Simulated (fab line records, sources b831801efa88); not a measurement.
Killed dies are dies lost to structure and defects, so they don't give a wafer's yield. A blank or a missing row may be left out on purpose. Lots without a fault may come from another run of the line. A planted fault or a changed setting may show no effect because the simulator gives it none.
Which tool did it? | flow gf180mcu | 6 lots, 18 wafers sampled, at 2 steps of a route of 602

WHAT THE GAUGES READ, wafer by wafer
GF_NWELL_TW_MEAS_11.
lot  | measured    | on            | NWELL_TW
L194 | day 3 15:32 | film_metro-01 | 1593 1580 1584
L203 | day 5 16:05 | film_metro-02 | 1354 1353 1348
L205 | day 6 11:23 | film_metro-03 | 1586 1592 1591
L209 | day 7 04:41 | film_metro-02 | 1559 1563 1560
L212 | day 7 20:37 | film_metro-03 | 1578 1571 1568
L216 | day 8 15:05 | film_metro-01 | 1585 1583 1571

WHICH TOOL RAN EACH LOT (tool, then ch and the chambers of the sampled wafers, then the start)
lot  | GF_NWELL_IMPLANT_08
L194 | implanter-01 ch 0, day 3 15:08
L203 | implanter-01 ch 0, day 5 15:41
L205 | implanter-02 ch 0, day 6 10:59
L209 | implanter-02 ch 0, day 7 04:17
L212 | implanter-02 ch 0, day 7 20:14
L216 | implanter-02 ch 0, day 8 14:41
- GF_NWELL_IMPLANT_08

THE ANSWER, worked out from the rows above alone
Rule: what is usual is taken from the lots themselves. Put in order of their means at a reading, lots are off if they are a third of the lots or fewer, leave a main group of 4 or more, and stand apart from it by a gap of 3 or more times the standard deviation of the main group's means; of several such gaps the widest counts. A main group whose means are all the same, to the digits that the tables above print for the reading, isn't used. A lot without any number at a reading at which 4 lots or more have one is off too. The other lots that the step has rows for count as sound.
Off: L203, at GF_NWELL_TW_MEAS_11 (NWELL_TW). The main group: mean 1578, standard deviation 10.
A tool fits if, at a process step before that reading, it ran every lot that is off, and no sound lot after the first of them. The gauges at GF_NWELL_TW_MEAS_11 are tried like those tools. One fits: implanter-01 at GF_NWELL_IMPLANT_08. Its last sound lot is L194 (day 3 15:08), its first lot that is off L203 (day 5 15:41): a fault that began between those two fits.

WHAT THE SIMULATOR HAD PUT IN
Process parameter drift: implanter-01, from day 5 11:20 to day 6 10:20, at GF_NWELL_IMPLANT_08. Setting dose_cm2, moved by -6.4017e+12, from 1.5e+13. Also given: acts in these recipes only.
Lots struck among those shown: L203. The rule above found the same.
